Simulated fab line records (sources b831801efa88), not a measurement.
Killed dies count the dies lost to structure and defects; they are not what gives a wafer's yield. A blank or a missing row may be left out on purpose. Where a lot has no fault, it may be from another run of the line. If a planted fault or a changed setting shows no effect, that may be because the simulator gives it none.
fab line records -- flow gf180mcu
[record] lots = 24, wafers = 72, last-day = 34
route steps=602 shown V2@387 M4@457 V4@493 MIM@503 PASSIVATION@590
lots that met no fault: from a run of the same line without faults
start-h: hours from the record's opening day to when the first of the lot's shown wafers began -- wait-h: how many hours have passed since the lot's step before this one -- " repeats the value in the row above -- L1.1+2: one row covering several wafers at once -- - no value, or no start was given -- * or withheld: withheld -- < > ~ a bound
route shown NAME@n: a module of which the file shows steps, and the number in the route of the first -- usual: mean and standard deviation over wafers with no fault -- same: alike in all rows -- chamber/n: place in a boat -- sites: per-site readings -- _std_site: the values' standard deviation -- _edge_site: the outer-site mean with the inner-site mean subtracted -- radius-mm: how far each site lies from the wafer's centre -- mask NAME#n: copy n -- behind: the most recent tool/chamber to have shaped the wafer -- hold: why the lot was held/for how many hours/how that ended -- device: the n, p or np transistor that did not switch -- end of line: at the end of the route, the tests of the same wafers -- for a step that has no rows: nothing shown but its recipe -- killed: dies that structure and defects cost at the first sort, which is not the same as the wafer's yield -- map: the dies of a wafer, with x for killed, . for not killed, _ for no die there
set.NAME: the setting the step ran with; set.NAME@STEP: the setting that earlier step ran with -- model.NAME: the simulator's own value behind a step, which no gauge read
route steps across a sampled set of lots; one table per step, one row per wafer
services: a tool's chamber out of use, with start hour (start-h, from the record's first day; less than 0 if before it), hours out, and reason
[[steps]]
[step GF_V2_BOW_MEAS_05]
[recipe] mode = bow
[usual] V2_BOW = 98/7.7
lot.wafer,tool,chamber,start-h,wait-h,V2_BOW[um]
L074.3,film-metro-02,-,437.19,0.2,98
L074.5,film-metro-02,-,437.19,0.2,106
L074.6,film-metro-02,-,437.19,0.2,104
L075.1,film-metro-02,-,445.04,0.1,98
L075.5,film-metro-02,-,445.04,0.1,99
L075.6,film-metro-02,-,445.04,0.1,90
L076.3,film-metro-03,-,457.31,0.2,108
L076.5,film-metro-03,-,457.31,0.2,99
L076.6,film-metro-03,-,457.31,0.2,99
L077.2,film-metro-02,-,463.85,0.1,88
L077.3,film-metro-02,-,463.85,0.1,88
L077.4,film-metro-02,-,463.85,0.1,90
L078.3,film-metro-03,-,476.55,0.3,109
L078.4,film-metro-03,-,476.55,0.3,104
L078.6,film-metro-03,-,476.55,0.3,101
L079.2,film-metro-01,-,486.95,0.1,102
L079.4,film-metro-01,-,486.95,0.1,95
L079.6,film-metro-01,-,486.95,0.1,97
L080.2,film-metro-02,-,491.86,0.2,110
L080.3,film-metro-02,-,491.86,0.2,103
L080.4,film-metro-02,-,491.86,0.2,102
L081.2,film-metro-01,-,502.39,0.2,97
L081.3,film-metro-01,-,502.39,0.2,101
L081.4,film-metro-01,-,502.39,0.2,95
L082.3,film-metro-02,-,515.33,0.2,104
L082.4,film-metro-02,-,515.33,0.2,98
L082.6,film-metro-02,-,515.33,0.2,113
L083.1,film-metro-02,-,523.84,0.1,100
L083.4,film-metro-02,-,523.84,0.1,97
L083.5,film-metro-02,-,523.84,0.1,107
L084.3,film-metro-02,-,529.64,0.2,96
L084.5,film-metro-02,-,529.64,0.2,84
L084.6,film-metro-02,-,529.64,0.2,97
L085.1,film-metro-01,-,539.43,0.2,89
L085.2,film-metro-01,-,539.43,0.2,84
L085.5,film-metro-01,-,539.43,0.2,91
L086.4,film-metro-01,-,547.35,0.3,86
L086.5,film-metro-01,-,547.35,0.3,86
L086.6,film-metro-01,-,547.35,0.3,87
L087.1,film-metro-02,-,555.00,0.1,99
L087.2,film-metro-02,-,555.00,0.1,97
L087.4,film-metro-02,-,555.00,0.1,96
L089.2,film-metro-01,-,565.43,0.2,104
L089.4,film-metro-01,-,565.43,0.2,113
L089.6,film-metro-01,-,565.43,0.2,98
L088.2,film-metro-03,-,571.35,0.1,85
L088.3,film-metro-03,-,571.35,0.1,96
L088.5,film-metro-03,-,571.35,0.1,90
L090.1,film-metro-03,-,576.27,0.2,109
L090.4,film-metro-03,-,576.27,0.2,100
L090.5,film-metro-03,-,576.27,0.2,108
L091.1,film-metro-02,-,589.35,0.2,96
L091.2,film-metro-02,-,589.35,0.2,85
L091.5,film-metro-02,-,589.35,0.2,100
L092.2,film-metro-01,-,596.49,0.2,95
L092.4,film-metro-01,-,596.49,0.2,97
L092.5,film-metro-01,-,596.49,0.2,97
L093.2,film-metro-03,-,597.56,0.3,113
L093.3,film-metro-03,-,597.56,0.3,102
L093.6,film-metro-03,-,597.56,0.3,96
L094.2,film-metro-02,-,607.35,0.2,93
L094.5,film-metro-02,-,607.35,0.2,91
L094.6,film-metro-02,-,607.35,0.2,104
L095.1,film-metro-02,-,612.10,0.1,87
L095.4,film-metro-02,-,612.10,0.1,95
L095.5,film-metro-02,-,612.10,0.1,84
L097.1,film-metro-02,-,623.05,0.1,98
L097.5,film-metro-02,-,623.05,0.1,95
L097.6,film-metro-02,-,623.05,0.1,85
L096.1,film-metro-02,-,626.65,0.2,96
L096.2,film-metro-02,-,626.65,0.2,88
L096.6,film-metro-02,-,626.65,0.2,106
[step GF_M4_SPUTTER_01]
[recipe] material = TiN, target-thk-nm = 30, power-w = 6500, time-s = 25, chamber-pressure-pa = 0.4
[usual] throttle-valve-pct = 29.9/0.91
lot.wafer,tool,chamber,start-h,wait-h,throttle-valve-pct
L074.3,pvd-sputter-02,-,513.75,0.1,29.1
L074.5,pvd-sputter-02,-,513.75,0.1,31.5
L074.6,pvd-sputter-02,-,513.75,0.1,29.0
L075.1,pvd-sputter-03,-,521.70,0.1,29.5
L075.5,pvd-sputter-03,-,521.70,0.1,29.5
L075.6,pvd-sputter-03,-,521.70,0.1,29.4
L076.3,pvd-sputter-02,-,534.08,0.1,29.0
L076.5,pvd-sputter-02,-,534.08,0.1,29.1
L076.6,pvd-sputter-02,-,534.08,0.1,28.5
L077.2,pvd-sputter-01,-,538.25,0.1,29.3
L077.3,pvd-sputter-01,-,538.25,0.1,30.4
L077.4,pvd-sputter-01,-,538.25,0.1,30.8
L078.3,pvd-sputter-02,-,551.23,0.1,28.9
L078.4,pvd-sputter-02,-,551.23,0.1,31.1
L078.6,pvd-sputter-02,-,551.23,0.1,29.1
L079.2,pvd-sputter-03,-,560.69,0.1,29.5
L079.4,pvd-sputter-03,-,560.69,0.1,29.8
L079.6,pvd-sputter-03,-,560.69,0.1,29.5
L080.2,pvd-sputter-02,-,565.20,0.1,31.3
L080.3,pvd-sputter-02,-,565.20,0.1,29.0
L080.4,pvd-sputter-02,-,565.20,0.1,29.8
L081.2,pvd-sputter-03,-,573.59,0.1,29.1
L081.3,pvd-sputter-03,-,573.59,0.1,30.4
L081.4,pvd-sputter-03,-,573.59,0.1,30.8
L082.3,pvd-sputter-02,-,586.65,0.1,28.7
L082.4,pvd-sputter-02,-,586.65,0.1,31.2
L082.6,pvd-sputter-02,-,586.65,0.1,29.6
L083.1,pvd-sputter-03,-,595.27,0.1,30.6
L083.4,pvd-sputter-03,-,595.27,0.1,30.4
L083.5,pvd-sputter-03,-,595.27,0.1,29.3
L084.3,pvd-sputter-02,-,599.78,0.1,31.5
L084.5,pvd-sputter-02,-,599.78,0.1,31.5
L084.6,pvd-sputter-02,-,599.78,0.1,29.6
L085.1,pvd-sputter-02,-,609.63,0.1,28.7
L085.2,pvd-sputter-02,-,609.63,0.1,29.1
L085.5,pvd-sputter-02,-,609.63,0.1,28.6
L086.4,pvd-sputter-03,-,616.25,0.1,29.5
L086.5,pvd-sputter-03,-,616.25,0.1,29.4
L086.6,pvd-sputter-03,-,616.25,0.1,30.6
L087.1,pvd-sputter-02,-,622.85,0.1,28.8
L087.2,pvd-sputter-02,-,622.85,0.1,28.5
L087.4,pvd-sputter-02,-,622.85,0.1,29.6
L089.2,pvd-sputter-01,-,632.59,0.1,30.6
L089.4,pvd-sputter-01,-,632.59,0.1,31.0
L089.6,pvd-sputter-01,-,632.59,0.1,30.6
L088.2,pvd-sputter-01,-,638.36,0.1,30.8
L088.3,pvd-sputter-01,-,638.36,0.1,30.4
L088.5,pvd-sputter-01,-,638.36,0.1,30.8
L090.1,pvd-sputter-03,-,643.23,0.1,30.8
L090.4,pvd-sputter-03,-,643.23,0.1,29.4
L090.5,pvd-sputter-03,-,643.23,0.1,29.4
L091.1,pvd-sputter-02,-,654.37,0.1,28.8
L091.2,pvd-sputter-02,-,654.37,0.1,29.3
L091.5,pvd-sputter-02,-,654.37,0.1,29.0
L092.2,pvd-sputter-03,-,662.57,0.1,29.3
L092.4,pvd-sputter-03,-,662.57,0.1,29.6
L092.5,pvd-sputter-03,-,662.57,0.1,30.3
L093.2,pvd-sputter-02,-,662.78,0.1,31.5
L093.3,pvd-sputter-02,-,662.78,0.1,29.1
L093.6,pvd-sputter-02,-,662.78,0.1,29.4
L094.2,pvd-sputter-02,-,672.12,0.1,31.3
L094.5,pvd-sputter-02,-,672.12,0.1,29.2
L094.6,pvd-sputter-02,-,672.12,0.1,29.6
L095.1,pvd-sputter-02,-,677.39,0.1,28.8
L095.4,pvd-sputter-02,-,677.39,0.1,29.0
L095.5,pvd-sputter-02,-,677.39,0.1,28.5
L097.1,pvd-sputter-03,-,687.06,0.1,30.7
L097.5,pvd-sputter-03,-,687.06,0.1,29.5
L097.6,pvd-sputter-03,-,687.06,0.1,31.1
L096.1,pvd-sputter-02,-,689.60,0.1,29.4
L096.2,pvd-sputter-02,-,689.60,0.1,29.0
L096.6,pvd-sputter-02,-,689.60,0.1,28.8
[step GF_V4_ETCH_17]
[recipe] chemistry = C4F8/O2/Ar, mask-material = KrF, target = SiO2, stop-on = TiN, source-w = 1500, bias-w = 1200, pressure-mtorr = 40, c4f8-flow-sccm = withheld, O2_flow_sccm = 6, Ar_flow_sccm = 300, time-s = withheld, target-depth-a = 6300
[usual] oes-product-au = 0.856/0.0043
lot.wafer,tool,chamber,start-h,wait-h,oes-product-au
L074.3,rie-diel-01,0,-,-,0.860
L074.5,rie-diel-01,3,-,-,0.855
L074.6,rie-diel-01,2,-,-,0.856
L075.1,rie-diel-02,0,-,-,0.857
L075.5,rie-diel-02,1,-,-,0.859
L075.6,rie-diel-02,2,-,-,0.856
L076.3,rie-diel-02,1,-,-,0.862
L076.5,rie-diel-02,3,-,-,0.862
L076.6,rie-diel-02,0,-,-,0.859
L077.2,rie-diel-01,0,-,-,0.858
L077.3,rie-diel-01,3,-,-,0.859
L077.4,rie-diel-01,2,-,-,0.853
L078.3,rie-diel-01,0,-,-,0.856
L078.4,rie-diel-01,2,-,-,0.857
L078.6,rie-diel-01,0,-,-,0.848
L079.2,rie-diel-01,2,-,-,0.861
L079.4,rie-diel-01,1,-,-,0.859
L079.6,rie-diel-01,3,-,-,0.859
L080.2,rie-diel-01,3,-,-,0.858
L080.3,rie-diel-01,2,-,-,0.851
L080.4,rie-diel-01,1,-,-,0.859
L081.2,rie-diel-03,2,-,-,0.856
L081.3,rie-diel-03,1,-,-,0.852
L081.4,rie-diel-03,3,-,-,0.854
L082.3,rie-diel-03,0,-,-,0.852
L082.4,rie-diel-03,1,-,-,0.855
L082.6,rie-diel-03,3,-,-,0.848
L083.1,rie-diel-02,3,-,-,0.854
L083.4,rie-diel-02,1,-,-,0.861
L083.5,rie-diel-02,1,-,-,0.853
L084.3,rie-diel-01,1,-,-,0.863
L084.5,rie-diel-01,1,-,-,0.860
L084.6,rie-diel-01,0,-,-,0.863
L085.1,rie-diel-03,2,-,-,0.854
L085.2,rie-diel-03,0,-,-,0.854
L085.5,rie-diel-03,1,-,-,0.862
L086.4,rie-diel-02,2,-,-,0.851
L086.5,rie-diel-02,1,-,-,0.856
L086.6,rie-diel-02,0,-,-,0.862
L087.1,rie-diel-01,1,-,-,0.857
L087.2,rie-diel-01,3,-,-,0.845
L087.4,rie-diel-01,3,-,-,0.860
L089.2,rie-diel-03,1,-,-,0.855
L089.4,rie-diel-03,0,-,-,0.858
L089.6,rie-diel-03,1,-,-,0.862
L088.2,rie-diel-01,1,-,-,0.859
L088.3,rie-diel-01,3,-,-,0.852
L088.5,rie-diel-01,1,-,-,0.850
L090.1,rie-diel-03,3,-,-,0.864
L090.4,rie-diel-03,2,-,-,0.863
L090.5,rie-diel-03,2,-,-,0.858
L091.1,rie-diel-03,3,-,-,0.847
L091.2,rie-diel-03,0,-,-,0.854
L091.5,rie-diel-03,2,-,-,0.858
L092.2,rie-diel-02,2,-,-,0.862
L092.4,rie-diel-02,1,-,-,0.858
L092.5,rie-diel-02,0,-,-,0.853
L093.2,rie-diel-03,3,-,-,0.858
L093.3,rie-diel-03,0,-,-,0.856
L093.6,rie-diel-03,3,-,-,0.860
L094.2,rie-diel-02,0,-,-,0.852
L094.5,rie-diel-02,1,-,-,0.848
L094.6,rie-diel-02,0,-,-,0.857
L095.1,rie-diel-01,3,-,-,0.862
L095.4,rie-diel-01,1,-,-,0.852
L095.5,rie-diel-01,2,-,-,0.853
L097.1,rie-diel-01,2,-,-,0.856
L097.5,rie-diel-01,0,-,-,0.852
L097.6,rie-diel-01,3,-,-,0.855
L096.1,rie-diel-03,1,-,-,0.860
L096.2,rie-diel-03,0,-,-,0.860
L096.6,rie-diel-03,2,-,-,0.852
[step GF_V4_SPUTTER_21]
[recipe] material = Ti, target-thk-nm = 15, chamber-pressure-pa = 5, power-w = 2500, substrate-temp-c = 200, time-s = 80.02
[usual] throttle-valve-pct = 30.1/0.84
lot.wafer,tool,chamber,start-h,wait-h,throttle-valve-pct
L074.3,pvd-sputter-01,-,561.15,0.0,30.8
L074.5,pvd-sputter-01,-,561.15,0.0,30.5
L074.6,pvd-sputter-01,-,561.15,0.0,30.6
L075.1,pvd-sputter-01,-,568.30,0.0,30.9
L075.5,pvd-sputter-01,-,568.30,0.0,29.1
L075.6,pvd-sputter-01,-,568.30,0.0,30.5
L076.3,pvd-sputter-01,-,580.36,0.0,30.9
L076.5,pvd-sputter-01,-,580.36,0.0,29.1
L076.6,pvd-sputter-01,-,580.36,0.0,30.8
L077.2,pvd-sputter-02,-,584.46,0.0,31.3
L077.3,pvd-sputter-02,-,584.46,0.0,28.5
L077.4,pvd-sputter-02,-,584.46,0.0,29.7
L078.3,pvd-sputter-04,-,595.90,0.0,30.0
L078.4,pvd-sputter-04,-,595.90,0.0,30.7
L078.6,pvd-sputter-04,-,595.90,0.0,29.9
L079.2,pvd-sputter-04,-,606.34,0.0,30.7
L079.4,pvd-sputter-04,-,606.34,0.0,30.0
L079.6,pvd-sputter-04,-,606.34,0.0,30.2
L080.2,pvd-sputter-01,-,610.04,0.0,30.6
L080.3,pvd-sputter-01,-,610.04,0.0,30.8
L080.4,pvd-sputter-01,-,610.04,0.0,29.4
L081.2,pvd-sputter-02,-,617.33,0.0,29.0
L081.3,pvd-sputter-02,-,617.33,0.0,29.1
L081.4,pvd-sputter-02,-,617.33,0.0,31.1
L082.3,pvd-sputter-01,-,631.45,0.0,29.2
L082.4,pvd-sputter-01,-,631.45,0.0,31.1
L082.6,pvd-sputter-01,-,631.45,0.0,30.5
L083.1,pvd-sputter-02,-,638.15,0.0,29.3
L083.4,pvd-sputter-02,-,638.15,0.0,31.3
L083.5,pvd-sputter-02,-,638.15,0.0,31.4
L084.3,pvd-sputter-04,-,642.84,0.0,29.9
L084.5,pvd-sputter-04,-,642.84,0.0,30.5
L084.6,pvd-sputter-04,-,642.84,0.0,30.1
L085.1,pvd-sputter-02,-,651.89,0.0,31.2
L085.2,pvd-sputter-02,-,651.89,0.0,28.9
L085.5,pvd-sputter-02,-,651.89,0.0,28.8
L086.4,pvd-sputter-01,-,658.02,0.0,30.3
L086.5,pvd-sputter-01,-,658.02,0.0,30.8
L086.6,pvd-sputter-01,-,658.02,0.0,30.5
L087.1,pvd-sputter-01,-,664.40,0.0,30.8
L087.2,pvd-sputter-01,-,664.40,0.0,29.4
L087.4,pvd-sputter-01,-,664.40,0.0,31.2
L089.2,pvd-sputter-02,-,673.80,0.0,28.4
L089.4,pvd-sputter-02,-,673.80,0.0,31.5
L089.6,pvd-sputter-02,-,673.80,0.0,28.9
L088.2,pvd-sputter-04,-,679.25,0.0,30.4
L088.3,pvd-sputter-04,-,679.25,0.0,29.9
L088.5,pvd-sputter-04,-,679.25,0.0,30.5
L090.1,pvd-sputter-02,-,684.14,0.0,28.7
L090.4,pvd-sputter-02,-,684.14,0.0,29.1
L090.5,pvd-sputter-02,-,684.14,0.0,29.2
L091.1,pvd-sputter-04,-,695.25,0.0,29.8
L091.2,pvd-sputter-04,-,695.25,0.0,30.7
L091.5,pvd-sputter-04,-,695.25,0.0,29.7
L092.2,pvd-sputter-02,-,701.89,0.0,31.5
L092.4,pvd-sputter-02,-,701.89,0.0,28.9
L092.5,pvd-sputter-02,-,701.89,0.0,29.7
L093.2,pvd-sputter-04,-,702.85,0.0,29.7
L093.3,pvd-sputter-04,-,702.85,0.0,30.4
L093.6,pvd-sputter-04,-,702.85,0.0,30.5
L094.2,pvd-sputter-02,-,711.64,0.0,29.2
L094.5,pvd-sputter-02,-,711.64,0.0,29.1
L094.6,pvd-sputter-02,-,711.64,0.0,31.6
L095.1,pvd-sputter-04,-,716.45,0.0,30.6
L095.4,pvd-sputter-04,-,716.45,0.0,30.1
L095.5,pvd-sputter-04,-,716.45,0.0,30.3
L097.1,pvd-sputter-02,-,725.60,0.0,29.6
L097.5,pvd-sputter-02,-,725.60,0.0,28.7
L097.6,pvd-sputter-02,-,725.60,0.0,29.8
L096.1,pvd-sputter-02,-,727.55,0.0,29.1
L096.2,pvd-sputter-02,-,727.55,0.0,31.6
L096.6,pvd-sputter-02,-,727.55,0.0,29.5
[step GF_MIM_SPUTTER_00]
[recipe] material = Ti, target-thk-nm = 37.5, arriving-ion-energy-ev = 80, substrate-temp-c = 200, chamber-pressure-pa = 2, power-w = 4000, time-s = 150
[usual] throttle-valve-pct = 30.0/0.68
lot.wafer,tool,chamber,start-h,wait-h,throttle-valve-pct
L074.3,pvd-sputter-04,-,561.84,0.1,30.3
L074.5,pvd-sputter-04,-,561.84,0.1,30.8
L074.6,pvd-sputter-04,-,561.84,0.1,30.1
L075.1,pvd-sputter-04,-,568.99,0.1,29.8
L075.5,pvd-sputter-04,-,568.99,0.1,30.2
L075.6,pvd-sputter-04,-,568.99,0.1,30.3
L076.3,pvd-sputter-04,-,581.05,0.2,30.1
L076.5,pvd-sputter-04,-,581.05,0.2,30.2
L076.6,pvd-sputter-04,-,581.05,0.2,29.8
L077.2,pvd-sputter-04,-,585.15,0.1,30.2
L077.3,pvd-sputter-04,-,585.15,0.1,30.2
L077.4,pvd-sputter-04,-,585.15,0.1,30.3
L078.3,pvd-sputter-02,-,596.59,0.2,28.5
L078.4,pvd-sputter-02,-,596.59,0.2,29.3
L078.6,pvd-sputter-02,-,596.59,0.2,31.6
L079.2,pvd-sputter-03,-,607.03,0.1,30.3
L079.4,pvd-sputter-03,-,607.03,0.1,29.2
L079.6,pvd-sputter-03,-,607.03,0.1,29.6
L080.2,pvd-sputter-03,-,610.81,0.2,29.3
L080.3,pvd-sputter-03,-,610.81,0.2,30.7
L080.4,pvd-sputter-03,-,610.81,0.2,29.5
L081.2,pvd-sputter-03,-,618.02,0.1,29.4
L081.3,pvd-sputter-03,-,618.02,0.1,30.9
L081.4,pvd-sputter-03,-,618.02,0.1,30.2
L082.3,pvd-sputter-02,-,632.14,0.1,28.9
L082.4,pvd-sputter-02,-,632.14,0.1,28.3
L082.6,pvd-sputter-02,-,632.14,0.1,29.1
L083.1,pvd-sputter-04,-,638.86,0.1,30.3
L083.4,pvd-sputter-04,-,638.86,0.1,30.1
L083.5,pvd-sputter-04,-,638.86,0.1,29.8
L084.3,pvd-sputter-02,-,643.53,0.1,31.3
L084.5,pvd-sputter-02,-,643.53,0.1,29.1
L084.6,pvd-sputter-02,-,643.53,0.1,31.1
L085.1,pvd-sputter-04,-,652.59,0.2,29.7
L085.2,pvd-sputter-04,-,652.59,0.2,30.8
L085.5,pvd-sputter-04,-,652.59,0.2,30.9
L086.4,pvd-sputter-03,-,658.76,0.3,30.4
L086.5,pvd-sputter-03,-,658.76,0.3,29.9
L086.6,pvd-sputter-03,-,658.76,0.3,29.1
L087.1,pvd-sputter-04,-,665.09,0.1,29.8
L087.2,pvd-sputter-04,-,665.09,0.1,30.1
L087.4,pvd-sputter-04,-,665.09,0.1,30.3
L089.2,pvd-sputter-03,-,674.49,0.2,30.4
L089.4,pvd-sputter-03,-,674.49,0.2,29.3
L089.6,pvd-sputter-03,-,674.49,0.2,30.4
L088.2,pvd-sputter-03,-,679.94,0.1,29.6
L088.3,pvd-sputter-03,-,679.94,0.1,29.6
L088.5,pvd-sputter-03,-,679.94,0.1,29.4
L090.1,pvd-sputter-04,-,684.84,0.1,30.1
L090.4,pvd-sputter-04,-,684.84,0.1,29.7
L090.5,pvd-sputter-04,-,684.84,0.1,29.9
L091.1,pvd-sputter-03,-,695.94,0.2,30.9
L091.2,pvd-sputter-03,-,695.94,0.2,30.2
L091.5,pvd-sputter-03,-,695.94,0.2,29.5
L092.2,pvd-sputter-02,-,702.58,0.1,29.8
L092.4,pvd-sputter-02,-,702.58,0.1,29.2
L092.5,pvd-sputter-02,-,702.58,0.1,28.9
L093.2,pvd-sputter-04,-,703.56,0.2,30.2
L093.3,pvd-sputter-04,-,703.56,0.2,30.2
L093.6,pvd-sputter-04,-,703.56,0.2,29.8
L094.2,pvd-sputter-02,-,712.66,0.2,29.2
L094.5,pvd-sputter-02,-,712.66,0.2,31.5
L094.6,pvd-sputter-02,-,712.66,0.2,29.0
L095.1,pvd-sputter-03,-,717.14,0.1,31.1
L095.4,pvd-sputter-03,-,717.14,0.1,29.2
L095.5,pvd-sputter-03,-,717.14,0.1,30.1
L097.1,pvd-sputter-04,-,726.29,0.2,30.1
L097.5,pvd-sputter-04,-,726.29,0.2,29.9
L097.6,pvd-sputter-04,-,726.29,0.2,30.7
L096.1,pvd-sputter-04,-,728.25,0.2,30.6
L096.2,pvd-sputter-04,-,728.25,0.2,30.1
L096.6,pvd-sputter-04,-,728.25,0.2,30.4
[step GF_PASSIVATION_THK_MEAS_03]
[recipe] reads = Si3N4_of_PASSIVATION_CVD_02
[usual] PASSIVATION_CVD_02_THK = 696/9.6
lot.wafer,tool,chamber,start-h,wait-h,PASSIVATION_CVD_02_THK[nm]
L074.3,film-metro-03,-,649.48,0.2,693
L074.5,film-metro-03,-,649.48,0.2,708
L074.6,film-metro-03,-,649.48,0.2,705
L075.1,film-metro-02,-,656.94,0.1,701
L075.5,film-metro-02,-,656.94,0.1,710
L075.6,film-metro-02,-,656.94,0.1,710
L076.3,film-metro-03,-,669.23,0.2,694
L076.5,film-metro-03,-,669.23,0.2,699
L076.6,film-metro-03,-,669.23,0.2,695
L077.2,film-metro-02,-,671.49,0.2,687
L077.3,film-metro-02,-,671.49,0.2,690
L077.4,film-metro-02,-,671.49,0.2,695
L078.3,film-metro-03,-,680.69,0.2,706
L078.4,film-metro-03,-,680.69,0.2,700
L078.6,film-metro-03,-,680.69,0.2,715
L079.2,film-metro-03,-,690.58,0.2,694
L079.4,film-metro-03,-,690.58,0.2,696
L079.6,film-metro-03,-,690.58,0.2,683
L080.2,film-metro-03,-,693.79,0.2,694
L080.3,film-metro-03,-,693.79,0.2,693
L080.4,film-metro-03,-,693.79,0.2,704
L081.2,film-metro-02,-,701.90,0.2,692
L081.3,film-metro-02,-,701.90,0.2,697
L081.4,film-metro-02,-,701.90,0.2,698
L082.3,film-metro-02,-,713.75,0.2,699
L082.4,film-metro-02,-,713.75,0.2,722
L082.6,film-metro-02,-,713.75,0.2,718
L083.1,film-metro-02,-,720.19,0.1,678
L083.4,film-metro-02,-,720.19,0.1,698
L083.5,film-metro-02,-,720.19,0.1,689
L084.3,film-metro-03,-,723.75,0.2,693
L084.5,film-metro-03,-,723.75,0.2,693
L084.6,film-metro-03,-,723.75,0.2,694
L085.1,film-metro-01,-,731.39,0.1,699
L085.2,film-metro-01,-,731.39,0.1,706
L085.5,film-metro-01,-,731.39,0.1,723
L086.4,film-metro-01,-,738.59,0.0,696
L086.5,film-metro-01,-,738.59,0.0,696
L086.6,film-metro-01,-,738.59,0.0,696
L087.1,film-metro-03,-,743.28,0.1,689
L087.2,film-metro-03,-,743.28,0.1,681
L087.4,film-metro-03,-,743.28,0.1,695
L089.2,film-metro-01,-,749.86,0.2,686
L089.4,film-metro-01,-,749.86,0.2,707
L089.6,film-metro-01,-,749.86,0.2,703
L088.2,film-metro-03,-,758.28,0.2,680
L088.3,film-metro-03,-,758.28,0.2,686
L088.5,film-metro-03,-,758.28,0.2,692
L090.1,film-metro-01,-,761.87,0.1,681
L090.4,film-metro-01,-,761.87,0.1,700
L090.5,film-metro-01,-,761.87,0.1,711
L091.1,film-metro-02,-,768.84,0.2,681
L091.2,film-metro-02,-,768.84,0.2,687
L091.5,film-metro-02,-,768.84,0.2,697
L092.2,film-metro-03,-,777.05,0.2,689
L092.4,film-metro-03,-,777.05,0.2,706
L092.5,film-metro-03,-,777.05,0.2,710
L093.2,film-metro-02,-,777.43,0.2,677
L093.3,film-metro-02,-,777.43,0.2,698
L093.6,film-metro-02,-,777.43,0.2,689
L094.2,film-metro-02,-,783.22,0.2,684
L094.5,film-metro-02,-,783.22,0.2,700
L094.6,film-metro-02,-,783.22,0.2,702
L095.1,film-metro-02,-,787.48,0.1,695
L095.4,film-metro-02,-,787.48,0.1,701
L095.5,film-metro-02,-,787.48,0.1,693
L097.1,film-metro-02,-,795.99,0.1,693
L097.5,film-metro-02,-,795.99,0.1,698
L097.6,film-metro-02,-,795.99,0.1,696
L096.1,film-metro-02,-,797.82,0.1,682
L096.2,film-metro-02,-,797.82,0.1,685
L096.6,film-metro-02,-,797.82,0.1,698
[[services]]
tool,chamber,start-h,hours,kind
rie-diel-03,0,508.05,3.4,repair
pvd-sputter-03,-,516.22,4.9,repair
pvd-sputter-02,-,572.08,3.3,repair
pvd-sputter-04,2,581.52,-,consumable-replace:kit
pvd-sputter-02,-,589.13,4.5,repair
rie-diel-03,-,596.24,0.4,repair
rie-diel-02,-,597.84,14.6,pm
pvd-sputter-04,-,599.92,4.5,repair
rie-diel-03,0,608.95,3.8,repair
pvd-sputter-02,-,610.90,6.0,repair
rie-diel-01,-,611.26,0.3,repair
rie-diel-01,3,613.10,7.8,repair
rie-diel-02,0,618.83,8.6,repair
rie-diel-02,3,620.45,5.1,repair
rie-diel-03,2,629.86,8.1,repair
pvd-sputter-03,-,634.79,1.3,repair
pvd-sputter-02,3,654.49,-,consumable-replace:kit
pvd-sputter-02,3,654.49,18.0,scheduled-down
pvd-sputter-02,3,654.49,18.0,vent-cycle
rie-diel-03,3,661.72,4.1,repair
pvd-sputter-01,-,676.22,92.4,repair
pvd-sputter-01,-,679.23,7.9,repair
rie-diel-01,1,704.10,7.6,repair
rie-diel-03,3,710.35,28.6,repair
[[key]]
fault none
